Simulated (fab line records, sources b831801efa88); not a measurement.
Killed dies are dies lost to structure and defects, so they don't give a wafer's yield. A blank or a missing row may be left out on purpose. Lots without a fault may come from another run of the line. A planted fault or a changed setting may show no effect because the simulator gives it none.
Which tool did it? | flow sky130 | 15 lots, 45 wafers sampled, at 5 steps of a route of 708

WHAT THE GAUGES READ, wafer by wafer
SKY_RES_PROTECT_TW_MEAS_08.
lot  | measured     | on            | POLY_GATE_TW
L639 | day 15 20:32 | film_metro-03 | 4044 4065 4072
L640 | day 16 04:23 | film_metro-01 | 4061 4031 4045
L641 | day 16 20:02 | film_metro-01 | 4048 4064 4054
L643 | day 16 20:19 | film_metro-04 | 4099 4030 4059
L642 | day 17 05:03 | film_metro-01 | 3993 4003 4009
L645 | day 18 00:12 | film_metro-04 | 4067 4074 4058
L646 | day 18 03:44 | film_metro-03 | 4058 4041 4044
L648 | day 19 02:39 | film_metro-03 | 4071 4053 4066
L650 | day 19 19:50 | film_metro-04 | 4042 4025 4033
L651 | day 20 18:20 | film_metro-01 | 4023 4022 4009
L652 | day 21 04:20 | film_metro-03 | 4071 4080 4065
L654 | day 21 23:50 | film_metro-04 | 4040 4044 4056
L660 | day 23 14:22 | film_metro-04 | 4064 4059 4083
L659 | day 23 14:39 | film_metro-01 | 4010 4017 4046
L661 | day 23 22:44 | film_metro-03 | 4040 4030 4047

SKY_POLY_GATE_THK_MEAS_04.
lot  | measured     | on            | POLY_GATE_CVD_03_THK (nm)
L639 | day 15 22:01 | film_metro-01 | 74.4 74.5 74.1
L640 | day 16 06:52 | film_metro-01 | 75.4 75.5 75.5
L641 | day 16 22:27 | film_metro-04 | 73.9 74.4 74.6
L643 | day 16 22:26 | film_metro-01 | 73.8 73.9 74.0
L642 | day 17 07:12 | film_metro-04 | 74.6 74.2 74.8
L645 | day 18 03:26 | film_metro-01 | 73.8 73.5 73.8
L646 | day 18 05:12 | film_metro-04 | 73.7 73.6 73.8
L648 | day 19 05:03 | film_metro-02 | 73.7 73.8 74.5
L650 | day 19 21:18 | film_metro-01 | 74.6 74.7 75.3
L651 | day 20 19:48 | film_metro-01 | 74.1 74.6 73.9
L652 | day 21 05:58 | film_metro-02 | 75.3 75.1 75.6
L654 | day 22 02:34 | film_metro-04 | 75.9 76.1 77.0
L660 | day 23 15:54 | film_metro-02 | 74.8 74.4 74.5
L659 | day 23 17:17 | film_metro-01 | 76.2 76.2 75.7
L661 | day 24 00:13 | film_metro-04 | 75.8 76.3 76.0

SKY_LDD_LDN_OVL_MEAS_07.
lot  | measured     | on         | LDD_LDN_OVL (nm)
L639 | day 23 14:39 | overlay-01 | 1.9 0.8 0.7
L640 | day 23 23:07 | overlay-02 | 2.0 0.4 1.0
L641 | day 24 16:02 | overlay-02 | -0.3 0.6 1.8
L643 | day 24 18:11 | overlay-02 | 1.4 -0.7 1.3
L642 | day 25 00:18 | overlay-02 | -1.7 0.9 0.3
L645 | day 26 01:22 | overlay-02 | 1.1 1.0 -0.2
L646 | day 26 02:40 | overlay-01 | -0.7 -0.6 1.0
L648 | day 27 04:34 | overlay-01 | -1.4 -1.9 -0.2
L650 | day 27 12:18 | overlay-02 | 0.3 -0.9 -0.3
L651 | day 28 12:26 | overlay-02 | 2.0 1.4 0.3
L652 | day 28 21:27 | overlay-01 | -0.7 0.7 -1.5
L654 | day 29 15:20 | overlay-02 | 2.0 0.7 0.4
L660 | day 31 03:05 | overlay-02 | -0.5 -2.6 -1.7
L659 | day 31 04:20 | overlay-02 | -0.4 -0.3 1.1
L661 | day 31 10:41 | overlay-02 | 0.4 -2.6 -0.3

SKY_LDD_LDN_TW_MEAS_13.
lot  | measured     | on            | LDD_LDN_TW
L639 | day 23 15:23 | film_metro-01 | 1474 1485 1481
L640 | day 23 23:52 | film_metro-03 | 1484 1481 1477
L641 | day 24 16:47 | film_metro-02 | 1465 1458 1462
L643 | day 24 18:55 | film_metro-03 | 1482 1494 1499
L642 | day 25 01:02 | film_metro-03 | 1485 1475 1476
L645 | day 26 02:07 | film_metro-01 | 1475 1468 1473
L646 | day 26 03:24 | film_metro-02 | 1460 1459 1463
L648 | day 27 05:19 | film_metro-03 | 1345 1347 1350
L650 | day 27 13:02 | film_metro-01 | 1348 1352 1357
L651 | day 28 13:10 | film_metro-03 | 1336 1331 1338
L652 | day 28 22:11 | film_metro-03 | 1455 1451 1460
L654 | day 29 16:04 | film_metro-03 | 1473 1461 1473
L660 | day 31 03:49 | film_metro-02 | 1454 1457 1450
L659 | day 31 05:05 | film_metro-01 | 1478 1484 1482
L661 | day 31 11:26 | film_metro-01 | 1486 1490 1485

WHICH TOOL RAN EACH LOT (tool, then ch and the chambers of the sampled wafers, then the start)
lot  | SKY_LDD_LDN_IMPLANT_10
L639 | implanter-01 ch 0, day 23 14:59
L640 | implanter-01 ch 0, day 23 23:28
L641 | implanter-01 ch 0, day 24 16:25
L643 | implanter-03 ch 0, day 24 18:31
L642 | implanter-01 ch 0, day 25 00:40
L645 | implanter-02 ch 0, day 26 01:44
L646 | implanter-03 ch 0, day 26 03:01
L648 | implanter-01, day 27 04:56
L650 | implanter-01, day 27 12:38
L651 | implanter-01, day 28 12:46
L652 | implanter-01 ch 0, day 28 21:49
L654 | implanter-02 ch 0, day 29 15:41
L660 | implanter-01 ch 0, day 31 03:25
L659 | implanter-01 ch 0, day 31 04:44
L661 | implanter-03 ch 0, day 31 11:02
- SKY_LDD_LDN_IMPLANT_10

WHAT THE TOOLS THEMSELVES READ (means of the sampled wafers that have a number; where no wafer has one, the mark that the record gives instead)
SKY_LDD_LDN_IMPLANT_10.
lot  | tool         | beam_energy_keV | beam_on_s (s) | faraday_current_uA
L639 | implanter-01 | 15.001          | 10.02         | 70.5
L640 | implanter-01 | 15.006          | 9.89          | 71.2
L641 | implanter-01 | 15.003          | 9.94          | 70.9
L643 | implanter-03 | 14.998          | 10.06         | 70.1
L642 | implanter-01 | 15.000          | 10.01         | 70.6
L645 | implanter-02 | 14.995          | 9.90          | 71.2
L646 | implanter-03 | 15.002          | 10.13         | 69.6
L648 | implanter-01 | -               | -             | -
L650 | implanter-01 | -               | -             | -
L651 | implanter-01 | -               | -             | -
L652 | implanter-01 | 14.999          | 9.79          | 71.8
L654 | implanter-02 | 15.001          | 10.02         | 70.5
L660 | implanter-01 | 14.999          | 9.97          | 70.9
L659 | implanter-01 | 14.997          | 10.03         | 70.4
L661 | implanter-03 | 15.005          | 10.02         | 70.4

THE ANSWER, worked out from the rows above alone
Rule: what is usual is taken from the lots themselves. Put in order of their means at a reading, lots are off if they are a third of the lots or fewer, leave a main group of 4 or more, and stand apart from it by a gap of 3 or more times the standard deviation of the main group's means; of several such gaps the widest counts. A main group whose means are all the same, to the digits that the tables above print for the reading, isn't used. A lot without any number at a reading at which 4 lots or more have one is off too. The other lots that the step has rows for count as sound. The gauges are gone through in route order, then the tools' own readings, and for those a lot's mean is taken as printed above. The first step at which some lot is off is used, and at that step the reading that is off furthest; a lot without a number counts as furthest.
Off: L648, L650, L651, at SKY_LDD_LDN_TW_MEAS_13 (LDD_LDN_TW). The main group: mean 1473, standard deviation 12.
A tool fits if, at a process step before that reading, it ran every lot that is off, and no sound lot after the first of them. The gauges at SKY_LDD_LDN_TW_MEAS_13 aren't tried: what is off there is off at SKY_LDD_LDN_IMPLANT_10 too, on other tools, and a gauge's error can't cause that. None of those tried fits.

WHAT THE SIMULATOR HAD PUT IN
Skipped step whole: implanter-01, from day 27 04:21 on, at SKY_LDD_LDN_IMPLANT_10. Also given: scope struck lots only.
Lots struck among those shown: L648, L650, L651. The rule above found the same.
